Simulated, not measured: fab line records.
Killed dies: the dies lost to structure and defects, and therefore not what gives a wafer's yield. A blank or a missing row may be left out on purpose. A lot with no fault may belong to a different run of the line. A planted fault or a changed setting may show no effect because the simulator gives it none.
One fault seen from 2 desks / flow sky130 / numbers are kept per desk, each desk with only its own; the story behind them comes last

## THE TOOL OWNER'S DESK: lpcvd-02
The tool's own readings at SKY_SONOS_ONO_CVD_02 (deposits Si3N4 from DCS/NH3, target thk 10.5 nm, time 180 s): means of the sampled wafers that have a number, for each lot that ran on this tool. A lot is out of limits, marked OUT, if its mean lies more than 4 standard deviations from the usual mean; the brackets give that distance.
Columns: A = spike-tc-lower-C at SKY_SONOS_ONO_CVD_02, usual 770.5 C
lot=L294; first seen here=day 12 01:39; A=769.5
lot=L295; first seen here=day 12 05:55; A=771.1
lot=L296; first seen here=day 12 11:12; A=771.9
lot=L297; first seen here=day 13 04:05; A=770.1
lot=L298; first seen here=day 13 07:16; A=769.7
lot=L299; first seen here=day 13 13:58; A=770.2
lot=L300; first seen here=day 13 21:13; A=772.4
lot=L301; first seen here=day 14 03:38; A=770.0
lot=L302; first seen here=day 15 02:28; A=769.6
lot=L303; first seen here=day 15 02:28; A=771.7
lot=L304; first seen here=day 15 09:04; A=771.7
lot=L305; first seen here=day 15 18:01; A=768.8
lot=L314; first seen here=day 18 11:25; A=769.4
lot=L315; first seen here=day 19 13:25; A=772.0
lot=L316; first seen here=day 19 15:07; A=769.4
Result from this desk: across the 15 lots, nothing is out of limits.

## FROM THE METROLOGY DESK
What the gauges read, lot by lot, whatever tool the lot ran on: means of the sampled wafers that have a number. A lot is out of limits, marked OUT, if its mean lies more than 4 standard deviations from the usual mean; the brackets give that distance.
Columns: A = VIA2_W_THK at SKY_VIA2_THK_MEAS_23, usual 424 nm; B = VIA3_W_THK at SKY_VIA3_THK_MEAS_23, usual 397 nm; C = METAL5_ALCU_THK at SKY_METAL5_THK_MEAS_06, usual 1175 nm
lot=L294; first seen here=day 37 05:43; A=410; B=397; C=1178
lot=L295; first seen here=day 37 09:01; A=413; B=391; C=1189
lot=L296; first seen here=day 37 12:35; A=419; B=394; C=1160
lot=L297; first seen here=day 38 01:07; A=438; B=385; C=1199
lot=L298; first seen here=day 38 04:10; A=419; B=388; C=1175
lot=L299; first seen here=day 38 12:09; A=433; B=400; C=1173
lot=L300; first seen here=day 38 23:28; A=423; B=395; C=1217
lot=L301; first seen here=day 39 02:19; A=425; B=398; C=1189
lot=L302; first seen here=day 39 22:39; A=424; B=393; C=1169
lot=L303; first seen here=day 39 23:50; A=422; B=400; C=1160
lot=L304; first seen here=day 40 06:28; A=418; B=399; C=1165
lot=L305; first seen here=day 40 10:58; A=416; B=404; C=1176
lot=L314; first seen here=day 42 17:01; A=444; B=411; C=1163
lot=L316; first seen here=day 43 12:38; A=439; B=404; C=1159
lot=L315; first seen here=day 43 17:40; A=425; B=407; C=1159
Result from this desk: across the 15 lots, nothing is out of limits.

## ALL TOGETHER
The tool owner's desk saw nothing out of limits.
From the metrology desk's view, nothing was out of limits.

## WHAT HAD BEEN PUT IN BY THE SIMULATOR
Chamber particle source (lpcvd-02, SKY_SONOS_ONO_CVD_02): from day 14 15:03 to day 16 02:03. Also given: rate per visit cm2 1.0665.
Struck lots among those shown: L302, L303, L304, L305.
